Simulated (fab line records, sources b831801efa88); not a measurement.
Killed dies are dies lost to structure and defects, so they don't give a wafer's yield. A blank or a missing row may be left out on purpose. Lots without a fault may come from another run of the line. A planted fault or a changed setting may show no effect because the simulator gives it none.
Chamber matching | flow gf180mcu | GF_MIM_CVD_05 on pecvd-04: 3 sister chambers
The step deposits Si3N4, target thk 42 nm, time 29.086 s. 6 wafers are shown with their chamber, then 12 later ones without.

WAFERS WITH THEIR CHAMBER
wafer  | chamber | heater_power_w (W)
L083.6 | 1       | 677
L086.1 | 2       | 567
L086.3 | 1       | 665
L090.2 | 2       | 526
L090.3 | 0       | 496
L090.4 | 0       | 516

WAFERS WITHOUT THEIR CHAMBER
wafer  | heater_power_w (W)
L091.1 | 675
L091.4 | 683
L091.6 | 586
L094.2 | 519
L094.3 | 526
L094.6 | 533
L095.2 | 579
L095.3 | 646
L095.4 | 594
L097.1 | 506
L097.3 | 592
L097.4 | 519

WHICH CHAMBER EACH WENT THROUGH
wafer  | from the rows above     | in truth
L091.1 | 1                       | 1
L091.4 | 1                       | 1
L091.6 | 2                       | 2
L094.2 | can't be placed: 0 or 2 | 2
L094.3 | can't be placed: 0 or 2 | 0
L094.6 | can't be placed: 2 or 0 | 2
L095.2 | 2                       | 2
L095.3 | 1                       | 1
L095.4 | can't be placed: 2 or 1 | 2
L097.1 | 0                       | 0
L097.3 | can't be placed: 2 or 1 | 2
L097.4 | can't be placed: 0 or 2 | 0
Placed correctly: 6 of 12. Can't be placed from these rows: 6 (the true chamber is among the candidates in 6). Placed wrongly: 0.
How it was worked out, from the rows above alone: a wafer's distance from a chamber is the root of the sum, over the readings, of the square of ((its reading less the chamber's mean) divided by the reading's scatter). The wafer belongs to the nearest chamber; if the next one is less than 2 further off, it can't be placed. A chamber's mean is the mean of its shown wafers. The scatter: the root of (the sum of the squares of (reading less its chamber's mean) over the shown wafers, divided by (wafers less chambers)).
